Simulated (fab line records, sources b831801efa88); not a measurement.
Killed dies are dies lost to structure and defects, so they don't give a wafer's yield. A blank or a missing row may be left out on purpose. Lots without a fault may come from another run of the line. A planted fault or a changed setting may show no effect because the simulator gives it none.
Which tool did it? | flow sky130 | 14 lots, 42 wafers sampled, at 6 steps of a route of 708

WHAT THE GAUGES READ, wafer by wafer
SKY_FIELD_ISO_THK_MEAS_23. Usual: FIELD_ISO_OXIDATION_01_THK 10.09 nm, standard deviation 0.15.
lot  | measured    | on            | FIELD_ISO_OXIDATION_01_THK (nm) | flag
L612 | day 2 08:49 | film_metro-04 | 10.00 9.80 10.12                |
L613 | day 2 11:49 | film_metro-01 | 10.07 9.93 10.19                |
L614 | day 2 17:12 | film_metro-04 | 10.17 10.31 10.10               |
L615 | day 2 23:35 | film_metro-01 | 10.09 10.31 9.87                |
L616 | day 3 06:13 | film_metro-01 | 10.13 10.04 10.00               |
L617 | day 3 08:16 | film_metro-02 | 9.98 10.00 10.04                |
L626 | day 5 09:11 | film_metro-01 | 10.13 10.02 9.94                |
L628 | day 5 17:52 | film_metro-02 | 9.86 9.98 10.00                 |
L630 | day 6 05:00 | film_metro-01 | 9.96 10.02 10.06                |
L631 | day 6 10:39 | film_metro-01 | 10.00 9.75 9.82                 |
L632 | day 6 14:46 | film_metro-01 | 10.08 10.03 10.08               |
L633 | day 6 21:39 | film_metro-04 | 10.00 10.06 10.25               |
L634 | day 7 00:55 | film_metro-01 | 9.81 10.08 10.19                |
L635 | day 7 06:36 | film_metro-02 | 10.33 10.11 10.12               |

SKY_NWELL_TW_MEAS_15. Usual: NWELL_TW 1838, standard deviation 11.
lot  | measured     | on            | NWELL_TW       | flag
L612 | day 4 15:36  | film_metro-02 | 1829 1847 1831 |
L613 | day 4 17:50  | film_metro-01 | 1843 1843 1841 |
L614 | day 5 00:44  | film_metro-02 | 1840 1834 1838 |
L615 | day 5 05:52  | film_metro-03 | 1829 1830 1822 |
L616 | day 5 14:33  | film_metro-03 | 1819 1819 1827 |
L617 | day 5 16:20  | film_metro-02 | 1844 1837 1833 |
L626 | day 8 02:33  | film_metro-01 | 1842 1851 1847 |
L628 | day 8 14:37  | film_metro-01 | 1831 1842 1831 |
L630 | day 8 18:49  | film_metro-01 | 1855 1843 1851 |
L631 | day 9 07:42  | film_metro-01 | 1849 1850 1848 |
L632 | day 9 10:23  | film_metro-01 | 1864 1853 1856 |
L633 | day 9 14:27  | film_metro-02 | 1854 1853 1843 |
L634 | day 9 15:49  | film_metro-03 | 1823 1827 1822 |
L635 | day 10 01:53 | film_metro-03 | 1819 1820 1821 |

SKY_NWELL_TW_MEAS_26. Usual: NWELL_2_TW 501.2, standard deviation 2.8.
lot  | measured     | on            | NWELL_2_TW        | flag
L612 | day 5 08:51  | film_metro-01 | 503.6 504.0 502.7 |
L613 | day 5 12:19  | film_metro-01 | 503.3 503.5 506.1 |
L614 | day 5 18:53  | film_metro-02 | 504.7 499.9 502.6 |
L615 | day 6 00:06  | film_metro-03 | 497.8 496.8 496.4 |
L616 | day 6 09:31  | film_metro-03 | 30.0 30.1 30.0    | OFF
L617 | day 6 11:05  | film_metro-03 | 30.1 29.9 30.0    | OFF
L626 | day 8 19:49  | film_metro-01 | 505.2 503.7 503.8 |
L628 | day 9 10:58  | film_metro-03 | 498.4 499.8 498.5 |
L630 | day 9 16:16  | film_metro-01 | 505.3 502.4 505.7 |
L631 | day 10 03:58 | film_metro-02 | 505.2 505.0 505.8 |
L632 | day 10 07:56 | film_metro-03 | 497.1 497.0 498.3 |
L633 | day 10 12:19 | film_metro-02 | 502.7 501.4 497.9 |
L634 | day 10 13:36 | film_metro-01 | 505.6 506.2 508.1 |
L635 | day 11 00:44 | film_metro-01 | 503.7 503.3 506.1 |

WHICH TOOL RAN EACH LOT (tool, then ch and the chambers of the sampled wafers, then the start)
lot  | SKY_DNWELL_STRIP_08                 | SKY_NWELL_STRIP_14                  | SKY_NWELL_STRIP_25
L612 | plasma_asher-02 ch 0,1, day 3 05:59 | plasma_asher-04 ch 1, day 4 15:30   | plasma_asher-04 ch 0,1, day 5 08:45
L613 | plasma_asher-01 ch 0,1, day 3 07:47 | plasma_asher-01 ch 0, day 4 17:43   | plasma_asher-04 ch 0,1, day 5 12:12
L614 | plasma_asher-02 ch 0,1, day 3 14:26 | plasma_asher-03 ch 0,1, day 5 00:37 | plasma_asher-03 ch 0,1, day 5 18:46
L615 | plasma_asher-02 ch 0,1, day 3 19:50 | plasma_asher-04 ch 0,1, day 5 05:46 | plasma_asher-03 ch 0,1, day 6 00:00
L616 | plasma_asher-04 ch 0,1, day 4 02:55 | plasma_asher-04 ch 0,1, day 5 14:27 | plasma_asher-04 ch 1, day 6 09:25
L617 | plasma_asher-04 ch 1, day 4 04:44   | plasma_asher-04 ch 0,1, day 5 16:13 | plasma_asher-04 ch 0,1, day 6 10:58
L626 | plasma_asher-02 ch 0,1, day 6 09:56 | plasma_asher-04 ch 0,1, day 8 02:27 | plasma_asher-04 ch 0,1, day 8 19:43
L628 | plasma_asher-04 ch 0,1, day 6 18:49 | plasma_asher-03 ch 0,1, day 8 14:24 | plasma_asher-01 ch 0,1, day 9 10:53
L630 | plasma_asher-04 ch 0,1, day 7 04:50 | plasma_asher-01 ch 0,1, day 8 18:43 | plasma_asher-03 ch 0, day 9 16:09
L631 | plasma_asher-01 ch 0,1, day 7 10:35 | plasma_asher-04 ch 0,1, day 9 07:36 | plasma_asher-01 ch 0,1, day 10 03:52
L632 | plasma_asher-01 ch 0,1, day 7 16:53 | plasma_asher-01 ch 0,1, day 9 10:16 | plasma_asher-01 ch 0,1, day 10 07:49
L633 | plasma_asher-01 ch 0,1, day 7 23:59 | plasma_asher-03 ch 0,1, day 9 14:21 | plasma_asher-01 ch 0, day 10 12:13
L634 | plasma_asher-04 ch 0,1, day 8 01:41 | plasma_asher-04 ch 0,1, day 9 15:43 | plasma_asher-04 ch 0,1, day 10 13:30
L635 | plasma_asher-04 ch 0, day 8 09:08   | plasma_asher-04 ch 0, day 10 01:46  | plasma_asher-04 ch 0,1, day 11 00:37
- SKY_DNWELL_STRIP_08: strips in O2/N2.
- SKY_NWELL_STRIP_14: strips in O2/N2.
- SKY_NWELL_STRIP_25: strips in O2/N2.

WHAT THE TOOLS THEMSELVES READ (means of the sampled wafers that have a number; where no wafer has one, the mark that the record gives instead)
SKY_DNWELL_STRIP_08. Usual: chamber_pressure_mTorr 1500.0 mTorr, standard deviation 1.2; drypump_motor_current_A 5.7 A, standard deviation 0.7; o2_flow_sccm 2999 sccm, standard deviation 9.3; oes_product_au 0.723 a.u., standard deviation 0.005; strip_time_to_endpoint_s 36.87 s, standard deviation 0.091.
lot  | tool            | chamber_pressure_mTorr (mTorr) | drypump_motor_current_A (A) | o2_flow_sccm (sccm) | oes_product_au (a.u.) | strip_time_to_endpoint_s (s) | flag
L612 | plasma_asher-02 | 1500.1                         | 5.9                         | 2999                | 0.726                 | 36.94                        |
L613 | plasma_asher-01 | 1498.9                         | 5.7                         | 2998                | 0.724                 | 36.74                        |
L614 | plasma_asher-02 | 1499.6                         | 5.9                         | 2994                | 0.724                 | 36.94                        |
L615 | plasma_asher-02 | 1499.4                         | 5.5                         | 2998                | 0.725                 | 37.03                        |
L616 | plasma_asher-04 | 1499.5                         | 5.9                         | 2993                | 0.724                 | 36.86                        |
L617 | plasma_asher-04 | 1500.5                         | 4.7                         | 2995                | 0.720                 | 36.87                        |
L626 | plasma_asher-02 | 1501.1                         | 5.9                         | 2993                | 0.723                 | 36.91                        |
L628 | plasma_asher-04 | 1499.3                         | 5.9                         | 2995                | 0.719                 | 36.88                        |
L630 | plasma_asher-04 | 1499.7                         | 5.3                         | 3006                | 0.721                 | 36.94                        |
L631 | plasma_asher-01 | 1500.5                         | 5.9                         | 2992                | 0.721                 | 36.86                        |
L632 | plasma_asher-01 | 1500.5                         | 5.7                         | 2995                | 0.726                 | 36.88                        |
L633 | plasma_asher-01 | 1499.9                         | 5.9                         | 3006                | 0.721                 | 36.85                        |
L634 | plasma_asher-04 | 1500.8                         | 5.3                         | 3005                | 0.722                 | 36.80                        |
L635 | plasma_asher-04 | 1500.5                         | 6.5                         | 3001                | 0.724                 | 36.73                        |

SKY_NWELL_STRIP_14. Usual: chamber_pressure_mTorr 1500.1 mTorr, standard deviation 1.3; drypump_motor_current_A 5.6 A, standard deviation 0.7; o2_flow_sccm 3001 sccm, standard deviation 9; oes_product_au 0.723 a.u., standard deviation 0.0047; strip_time_to_endpoint_s 36.84 s, standard deviation 0.098.
lot  | tool            | chamber_pressure_mTorr (mTorr) | drypump_motor_current_A (A) | o2_flow_sccm (sccm) | oes_product_au (a.u.) | strip_time_to_endpoint_s (s) | flag
L612 | plasma_asher-04 | 1498.9                         | 4.7                         | 3005                | 0.724                 | 36.82                        |
L613 | plasma_asher-01 | 1498.8                         | 6.2                         | 3010                | 0.727                 | 36.92                        |
L614 | plasma_asher-03 | 1500.0                         | 5.6                         | 3002                | 0.724                 | 36.76                        |
L615 | plasma_asher-04 | 1501.1                         | 5.3                         | 3005                | 0.721                 | 36.87                        |
L616 | plasma_asher-04 | -                              | -                           | -                   | -                     | -                            | OFF
L617 | plasma_asher-04 | -                              | -                           | -                   | -                     | -                            | OFF
L626 | plasma_asher-04 | 1499.6                         | 5.9                         | 3004                | 0.723                 | 36.82                        |
L628 | plasma_asher-03 | 1499.7                         | 5.6                         | 2996                | 0.727                 | 36.74                        |
L630 | plasma_asher-01 | 1499.8                         | 5.9                         | 3009                | 0.720                 | 36.74                        |
L631 | plasma_asher-04 | 1499.5                         | 5.3                         | 3002                | 0.721                 | 37.00                        |
L632 | plasma_asher-01 | 1498.8                         | 5.9                         | 3003                | 0.721                 | 36.85                        |
L633 | plasma_asher-03 | 1500.0                         | 5.5                         | 3002                | 0.719                 | 36.89                        |
L634 | plasma_asher-04 | 1501.5                         | 5.3                         | 3006                | 0.722                 | 36.74                        |
L635 | plasma_asher-04 | 1499.3                         | 6.5                         | 2983                | 0.721                 | 36.71                        |

SKY_NWELL_STRIP_25. Usual: chamber_pressure_mTorr 1500.2 mTorr, standard deviation 1.4; drypump_motor_current_A 5.6 A, standard deviation 0.62; o2_flow_sccm 3001 sccm, standard deviation 8.3; oes_product_au 0.722 a.u., standard deviation 0.0045; strip_time_to_endpoint_s 36.83 s, standard deviation 0.11.
lot  | tool            | chamber_pressure_mTorr (mTorr) | drypump_motor_current_A (A) | o2_flow_sccm (sccm) | oes_product_au (a.u.) | strip_time_to_endpoint_s (s) | flag
L612 | plasma_asher-04 | 1499.2                         | 5.9                         | 3004                | 0.723                 | 36.87                        |
L613 | plasma_asher-04 | 1501.3                         | 5.9                         | 3009                | 0.722                 | 36.85                        |
L614 | plasma_asher-03 | 1500.3                         | 5.6                         | 3000                | 0.722                 | 36.99                        |
L615 | plasma_asher-03 | 1499.6                         | 5.5                         | 2986                | 0.722                 | 36.81                        |
L616 | plasma_asher-04 | 1500.0                         | 4.7                         | 3013                | 0.740                 | 81.04                        | OFF
L617 | plasma_asher-04 | 1500.7                         | 5.9                         | 3003                | 0.736                 | 80.84                        | OFF
L626 | plasma_asher-04 | 1501.7                         | 5.9                         | 2994                | 0.723                 | 36.77                        |
L628 | plasma_asher-01 | 1499.9                         | 5.9                         | 2997                | 0.721                 | 36.79                        |
L630 | plasma_asher-03 | 1500.2                         | 5.8                         | 3006                | 0.724                 | 36.89                        |
L631 | plasma_asher-01 | 1500.4                         | 6.0                         | 2998                | 0.721                 | 36.96                        |
L632 | plasma_asher-01 | 1499.5                         | 5.9                         | 2999                | 0.724                 | 36.79                        |
L633 | plasma_asher-01 | 1500.1                         | 6.2                         | 3005                | 0.723                 | 36.93                        |
L634 | plasma_asher-04 | 1500.1                         | 5.3                         | 3001                | 0.720                 | 36.72                        |
L635 | plasma_asher-04 | 1499.7                         | 5.3                         | 3001                | 0.724                 | 36.75                        |

THE ANSWER, worked out from the rows above alone
Rule: a lot is off if the mean of its wafers that have a number lies more than 3 standard deviations from the usual mean. A lot without any number at a reading at which 4 lots or more have one is off too. The other lots that the step has rows for count as sound. The gauges are gone through in route order, then the tools' own readings, and for those a lot's mean is taken as printed above. The first step at which some lot is off is used, and at that step the reading that is off furthest; a lot without a number counts as furthest.
Off: L616, L617, at SKY_NWELL_TW_MEAS_26 (NWELL_2_TW).
A tool fits if, at a process step before that reading, it ran every lot that is off, and no sound lot after the first of them. The gauges at SKY_NWELL_TW_MEAS_26 aren't tried: what is off there is off at SKY_NWELL_STRIP_14 too, on other tools, and a gauge's error can't cause that. None of those tried fits.

WHAT THE SIMULATOR HAD PUT IN
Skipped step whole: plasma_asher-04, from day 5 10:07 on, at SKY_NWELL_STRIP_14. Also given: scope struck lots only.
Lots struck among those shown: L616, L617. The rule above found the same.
